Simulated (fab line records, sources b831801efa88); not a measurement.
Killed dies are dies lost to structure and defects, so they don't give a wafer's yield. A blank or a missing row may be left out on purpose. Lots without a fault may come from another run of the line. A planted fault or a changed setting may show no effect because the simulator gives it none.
A struck lot beside a sound one | flow gf180mcu | 15 steps out of a route of 602
Sound: wafers L631.4, L631.5, L631.6. Struck: wafers L650.2, L650.3, L650.4. The cause comes at the end.
At each step with rows: each side's tool, then ch and its chambers, then its first start. Under that, the readings that differ: sound wafers | struck wafers | difference of the means | sigmas: that difference in standard deviations of wafers without a fault.
alike: readings whose means differ by less than 2 such deviations, and words and numbers that are the same on both sides. not compared: withheld readings, readings that some wafer has no value for, bounds like >300 that may hide the same value, and numbers for which the record gives no deviation and whose values overlap.
The two part at a step that has a row with sigmas, a row that says differs or no value, or rows on one side only. Numbers that don't overlap but have no deviation are shown without sigmas and don't part them. A reading that every wafer of one side lacks parts them only if that side has two wafers or more.

GF_DUAL_GATE_STRIP_13: strips in O2/N2.
  sound on plasma_asher-04 ch 0,1, day 8 15:08; struck on plasma_asher-01 ch 0,1, day 14 04:03
  alike: drypump_motor_current_A, heater_power_w, oes_product_au, strip_time_to_endpoint_s
  not compared: rf_hours_counter_h
then, 3 steps without rows for these wafers: GF_DUAL_GATE_CLEAN_14 (cleans in SC1/SC2, time 150 s); GF_DUAL_GATE_OXIDATION_15 (stabilise 600 s, purge 300 s, target thk 7.098 nm); GF_POLY_GATE_CVD_00 (deposits poly-Si, target thk 200 nm, time 1200 s).
GF_POLY_GATE_THK_MEAS_01:
  sound on film_metro-01, day 8 18:50; struck on film_metro-01, day 14 07:23
  alike: POLY_GATE_CVD_00_THK
then, 7 steps without rows for these wafers: GF_POLY_GATE_DEHYDRATE_02 (time 60 s); GF_POLY_GATE_HMDS_03 (prime time 60 s); GF_POLY_GATE_COAT_04; GF_POLY_GATE_COAT_05 (resist thk 700 nm); GF_POLY_GATE_SOFTBAKE_06 (time 60 s); GF_POLY_GATE_EXPOSE_07 (exposes mask Poly2, target cd 280 nm); GF_POLY_GATE_PEB_08 (peb time 90 s).
GF_POLY_GATE_DEVELOP_09: develop time 60 s.
  sound on litho_track-01 ch 0, day 9 11:40; struck on litho_track-01 ch 0, day 15 04:55
  reading              | sound             | struck            | difference | sigmas
  developer_temp_C (C) | 20.84 21.03 20.93 | 20.30 20.58 20.27 | -0.55      | -6
GF_POLY_GATE_CD_MEAS_10: target cd 280 nm.
  sound on cd_sem-02, day 9 11:49; struck on cd_sem-01, day 15 05:04
  reading    | sound             | struck            | difference | sigmas
  cd_nm (nm) | 276.7 277.5 276.3 | 282.1 280.9 280.7 | +4.4       | +3
-- the record jumps here: 19 days lie between the struck wafers' starts before and after (it left off in module POLY_GATE and takes up again in module PASSIVATION, whose first step shown is number 602 of the route) --
GF_PASSIVATION_PROBE_99:
  the record has rows for the struck wafers here (prober-02, day 34 12:04) and none for the sound ones

WHERE THEY PART
First at GF_POLY_GATE_DEVELOP_09; last, within this record, at GF_PASSIVATION_PROBE_99.

WHY: what the simulator had put in
Process parameter drift: litho_track-01, from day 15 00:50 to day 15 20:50, at GF_POLY_GATE_DEVELOP_09. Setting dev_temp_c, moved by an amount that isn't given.
